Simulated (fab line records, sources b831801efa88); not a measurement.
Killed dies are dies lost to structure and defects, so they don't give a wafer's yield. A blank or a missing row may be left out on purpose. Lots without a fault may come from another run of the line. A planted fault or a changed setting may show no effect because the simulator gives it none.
Which tool did it? | flow sfq_line | 15 lots, 45 wafers sampled, at 5 steps of a route of 325

WHAT THE GAUGES READ, wafer by wafer
SFQ_R5_RS_MEAS_933: measures by four-point-probe.
lot  | measured     | on            | R5_MONX_RS (ohm/sq)
L578 | day 57 07:40 | film_metro-01 | 7.03 7.00 7.04
L580 | day 60 00:35 | film_metro-03 | 7.09 7.04 7.09
L581 | day 60 05:19 | film_metro-03 | 7.04 7.03 7.02
L582 | day 60 05:22 | film_metro-01 | 7.15 7.12 7.11
L583 | day 60 09:50 | film_metro-02 | 7.13 7.12 7.10
L584 | day 60 15:47 | film_metro-01 | 7.12 7.14 7.19
L585 | day 61 22:29 | film_metro-02 | 7.11 7.01 7.12
L586 | day 62 01:31 | film_metro-02 | 6.95 6.97 7.06
L591 | day 67 01:26 | film_metro-03 | 7.02 7.04 7.09
L592 | day 67 02:40 | film_metro-01 | 7.11 7.11 7.08
L594 | day 67 07:30 | film_metro-01 | 7.09 7.12 7.07
L597 | day 67 20:28 | film_metro-03 | 7.09 6.97 7.01
L598 | day 67 20:38 | film_metro-02 | 7.11 7.17 7.13
L599 | day 67 23:26 | film_metro-01 | 7.15 7.02 7.07
L600 | day 68 02:38 | film_metro-01 | 7.24 7.14 7.15

SFQ_M8_OVL_MEAS_948.
lot  | measured     | on         | M8_OVL (nm)
L578 | day 86 14:09 | overlay-02 | 4 -3 -1
L580 | day 88 03:53 | overlay-02 | 1 -5 -7
L581 | day 89 07:45 | overlay-02 | -4 4 -5
L582 | day 89 12:32 | overlay-02 | -4 -1 3
L583 | day 89 18:32 | overlay-01 | 265 265 254 268 267 255
L584 | day 89 20:56 | overlay-02 | 268 265 265 268 268 266
L585 | day 89 23:20 | overlay-02 | 265 265 267 268 266 268
L586 | day 90 03:04 | overlay-01 | 2 1 6
L591 | day 90 22:16 | overlay-02 | 9 15 13
L592 | day 91 04:16 | overlay-01 | 3 6 1
L594 | day 91 11:29 | overlay-01 | 1 1 1
L597 | day 93 02:40 | overlay-01 | 4 6 5
L598 | day 93 05:04 | overlay-01 | -6 -4 3
L599 | day 93 11:04 | overlay-02 | 7 9 11
L600 | day 93 14:40 | overlay-01 | 3 6 5

WHICH TOOL RAN EACH LOT (tool, then ch and the chambers of the sampled wafers, then the start)
lot  | SFQ_TRILAYER_I7_VIA_BARC_OPEN_VIA_ETCH_260 | SFQ_TRILAYER_I7_VIA_STRIP_STRIP_191 | SFQ_TRILAYER_M8_LITHO_EXPOSE_194
L578 | rie_diel-02 ch 0,1,2, day 83 07:34         | rie_metal-03 ch 0,1, day 83 07:43   | krf_scanner-01 ch 0, day 86 12:40
L580 | rie_diel-01 ch 1,2,3, day 84 16:35         | rie_metal-01 ch 0,1, day 84 16:45   | krf_scanner-01 ch 0, day 88 02:35
L581 | rie_diel-01 ch 0,2,3, day 86 04:35         | rie_metal-04 ch 0,1, day 86 04:57   | krf_scanner-02 ch 0, day 89 06:50
L582 | rie_diel-03 ch 0,1,2, day 86 11:47         | rie_metal-04 ch 0,1, day 86 11:57   | krf_scanner-02 ch 0, day 89 11:02
L583 | rie_diel-03 ch 1,2,3, day 86 15:23         | rie_metal-03 ch 0,1, day 86 15:33   | krf_scanner-02 ch 0, day 89 17:02
L584 | rie_diel-02 ch 0,1, day 86 16:35           | rie_metal-01 ch 1, day 86 16:49     | krf_scanner-02 ch 0, day 89 19:26
L585 | rie_diel-02 ch 0,2, day 86 21:23           | rie_metal-04 ch 0,1, day 86 21:33   | krf_scanner-02 ch 0, day 89 21:50
L586 | rie_diel-01 ch 1,2,3, day 86 23:47         | rie_metal-03 ch 0,1, day 86 23:57   | krf_scanner-01 ch 0, day 90 01:46
L591 | rie_diel-01 ch 0,1,2, day 87 11:35         | rie_metal-03 ch 0,1, day 87 11:45   | krf_scanner-01 ch 0, day 90 20:46
L592 | rie_diel-01 ch 0,2,3, day 87 15:11         | rie_metal-01 ch 1, day 87 15:21     | krf_scanner-01 ch 0, day 91 02:58
L594 | rie_diel-01 ch 2,3, day 87 19:31           | rie_metal-03 ch 0,1, day 87 19:53   | krf_scanner-01 ch 0, day 91 10:34
L597 | rie_diel-01 ch 1,2, day 90 00:35           | rie_metal-04 ch 0,1, day 90 00:44   | krf_scanner-01 ch 0, day 93 01:22
L598 | rie_diel-03 ch 0,2,3, day 90 01:54         | rie_metal-03 ch 0,1, day 90 02:04   | krf_scanner-01 ch 0, day 93 03:34
L599 | rie_diel-02 ch 1,2,3, day 90 15:06         | rie_metal-04 ch 1, day 90 15:16     | krf_scanner-01 ch 0, day 93 09:34
L600 | rie_diel-01 ch 1,3, day 90 19:54           | rie_metal-03 ch 0,1, day 90 20:08   | krf_scanner-01 ch 0, day 93 13:10
- SFQ_TRILAYER_I7_VIA_BARC_OPEN_VIA_ETCH_260: etches BARC in O2, target depth 125 nm, time 41.7 s.
- SFQ_TRILAYER_I7_VIA_STRIP_STRIP_191: strips in O2.
- SFQ_TRILAYER_M8_LITHO_EXPOSE_194: exposes mask M8, target cd 2000 nm.

WHAT THE TOOLS THEMSELVES READ (means of the sampled wafers that have a number; where no wafer has one, the mark that the record gives instead)
SFQ_TRILAYER_I7_VIA_BARC_OPEN_VIA_ETCH_260.
lot  | tool        | bias_w (W) | drypump_motor_current_A (A) | oes_product_au (a.u.)
L578 | rie_diel-02 | 80.00      | 5.9                         | 0.687
L580 | rie_diel-01 | 80.02      | 6.0                         | 0.689
L581 | rie_diel-01 | 79.82      | 5.8                         | 0.680
L582 | rie_diel-03 | 79.93      | 5.9                         | 0.685
L583 | rie_diel-03 | 79.78      | 5.6                         | 0.685
L584 | rie_diel-02 | 80.03      | 6.1                         | 0.686
L585 | rie_diel-02 | 80.07      | 6.0                         | 0.687
L586 | rie_diel-01 | 79.76      | 6.0                         | 0.684
L591 | rie_diel-01 | 80.05      | 5.7                         | 0.688
L592 | rie_diel-01 | 79.88      | 5.8                         | 0.685
L594 | rie_diel-01 | 79.92      | 5.6                         | 0.683
L597 | rie_diel-01 | 79.83      | 5.5                         | 0.687
L598 | rie_diel-03 | 80.06      | 5.6                         | 0.685
L599 | rie_diel-02 | 79.96      | 5.8                         | 0.684
L600 | rie_diel-01 | 80.11      | 6.5                         | 0.685

SFQ_TRILAYER_I7_VIA_STRIP_STRIP_191.
lot  | tool         | drypump_motor_current_A (A) | oes_product_au (a.u.)
L578 | rie_metal-03 | 6.0                         | 0.992
L580 | rie_metal-01 | 5.8                         | 0.991
L581 | rie_metal-04 | 5.9                         | 0.997
L582 | rie_metal-04 | 6.1                         | 0.991
L583 | rie_metal-03 | 5.7                         | 1.004
L584 | rie_metal-01 | 5.9                         | 1.006
L585 | rie_metal-04 | 6.0                         | 1.004
L586 | rie_metal-03 | 5.7                         | 0.998
L591 | rie_metal-03 | 5.7                         | 0.995
L592 | rie_metal-01 | 5.9                         | 1.000
L594 | rie_metal-03 | 5.7                         | 0.993
L597 | rie_metal-04 | 5.9                         | 1.004
L598 | rie_metal-03 | 5.7                         | 0.996
L599 | rie_metal-04 | 6.3                         | 0.996
L600 | rie_metal-03 | 6.0                         | 0.989

SFQ_TRILAYER_M8_LITHO_EXPOSE_194.
lot  | tool           | reticle_temp_C (C)
L578 | krf_scanner-01 | 23.01
L580 | krf_scanner-01 | 23.13
L581 | krf_scanner-02 | 22.77
L582 | krf_scanner-02 | 23.10
L583 | krf_scanner-02 | 23.10
L584 | krf_scanner-02 | 22.89
L585 | krf_scanner-02 | 22.91
L586 | krf_scanner-01 | 23.10
L591 | krf_scanner-01 | 23.09
L592 | krf_scanner-01 | 22.92
L594 | krf_scanner-01 | 23.07
L597 | krf_scanner-01 | 23.12
L598 | krf_scanner-01 | 23.00
L599 | krf_scanner-01 | 23.17
L600 | krf_scanner-01 | 23.08

THE ANSWER, worked out from the rows above alone
Rule: what is usual is taken from the lots themselves. Put in order of their means at a reading, lots are off if they are a third of the lots or fewer, leave a main group of 4 or more, and stand apart from it by a gap of 3 or more times the standard deviation of the main group's means; of several such gaps the widest counts. A main group whose means are all the same, to the digits that the tables above print for the reading, isn't used. A lot without any number at a reading at which 4 lots or more have one is off too. The other lots that the step has rows for count as sound. The gauges are gone through in route order, then the tools' own readings, and for those a lot's mean is taken as printed above. The first step at which some lot is off is used, and at that step the reading that is off furthest; a lot without a number counts as furthest.
Off: L583, L584, L585, at SFQ_M8_OVL_MEAS_948 (M8_OVL). The main group: mean 2 nm, standard deviation 4.5.
A tool fits if, at a process step before that reading, it ran every lot that is off, and no sound lot after the first of them. The gauges at SFQ_M8_OVL_MEAS_948 are tried like those tools. One fits: krf_scanner-02 at SFQ_TRILAYER_M8_LITHO_EXPOSE_194. Its last sound lot is L582 (day 89 11:02), its first lot that is off L583 (day 89 17:02): a fault that began between those two fits.

WHAT THE SIMULATOR HAD PUT IN
Scanner matching overlay: krf_scanner-02, from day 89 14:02 on, at SFQ_TRILAYER_M8_LITHO_EXPOSE_194. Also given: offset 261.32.
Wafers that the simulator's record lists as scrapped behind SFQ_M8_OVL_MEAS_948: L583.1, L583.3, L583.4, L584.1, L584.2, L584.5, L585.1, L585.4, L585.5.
Lots struck among those shown: L583, L584, L585. The rule above found the same.
